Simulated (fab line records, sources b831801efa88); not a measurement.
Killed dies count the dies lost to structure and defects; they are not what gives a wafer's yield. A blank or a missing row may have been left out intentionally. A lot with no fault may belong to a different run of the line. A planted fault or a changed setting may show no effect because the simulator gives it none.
Chamber matching || flow gf180mcu || GF_V3_CVD_02 on pecvd-03 has 3 sister chambers
The step deposits SiO2 from TEOS, target thk 850 nm, time 94.851 s. 3 wafers are shown with their chamber, then 8 later ones without.

## WAFERS, EACH WITH ITS CHAMBER
{"wafer": "L151.3", "chamber": 0, "heater_power_w (W)": 670}
{"wafer": "L164.3", "chamber": 1, "heater_power_w (W)": 646}
{"wafer": "L165.3", "chamber": 2, "heater_power_w (W)": 723}

## WAFERS MISSING THEIR CHAMBER
{"wafer": "L165.4", "heater_power_w (W)": 571}
{"wafer": "L165.6", "heater_power_w (W)": 618}
{"wafer": "L170.1", "heater_power_w (W)": 557}
{"wafer": "L170.5", "heater_power_w (W)": 742}
{"wafer": "L170.6", "heater_power_w (W)": 636}
{"wafer": "L171.2", "heater_power_w (W)": 530}
{"wafer": "L171.3", "heater_power_w (W)": 587}
{"wafer": "L171.5", "heater_power_w (W)": 609}

## CHAMBER TAKEN BY EACH
{"wafer": "L165.4", "from the rows above": "can't be placed: 1 or 0 or 2", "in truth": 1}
{"wafer": "L165.6", "from the rows above": "can't be placed: 1 or 0 or 2", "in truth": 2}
{"wafer": "L170.1", "from the rows above": "can't be placed: 1 or 0 or 2", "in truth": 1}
{"wafer": "L170.5", "from the rows above": "can't be placed: 2 or 0 or 1", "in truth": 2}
{"wafer": "L170.6", "from the rows above": "can't be placed: 1 or 0 or 2", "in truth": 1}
{"wafer": "L171.2", "from the rows above": "can't be placed: 1 or 0 or 2", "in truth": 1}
{"wafer": "L171.3", "from the rows above": "can't be placed: 1 or 0 or 2", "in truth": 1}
{"wafer": "L171.5", "from the rows above": "can't be placed: 1 or 0 or 2", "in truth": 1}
Placed correctly: 0 of 8. These rows do not allow placing 8 (true chamber among the candidates in 8). 0 placed wrongly.
How it was worked out, from the rows above alone: a wafer's distance from a chamber is the root of the sum, over the readings, of the square of ((its reading less the chamber's mean) divided by the reading's scatter). If the next closest chamber is less than 2 further off than the closest, the wafer can't be placed; otherwise it belongs to the closest. For every chamber, the mean is computed from those of its wafers that are shown. The scatter: with one shown wafer a chamber, the root of the mean of the squares of how far each hidden wafer lies from its nearest shown one.
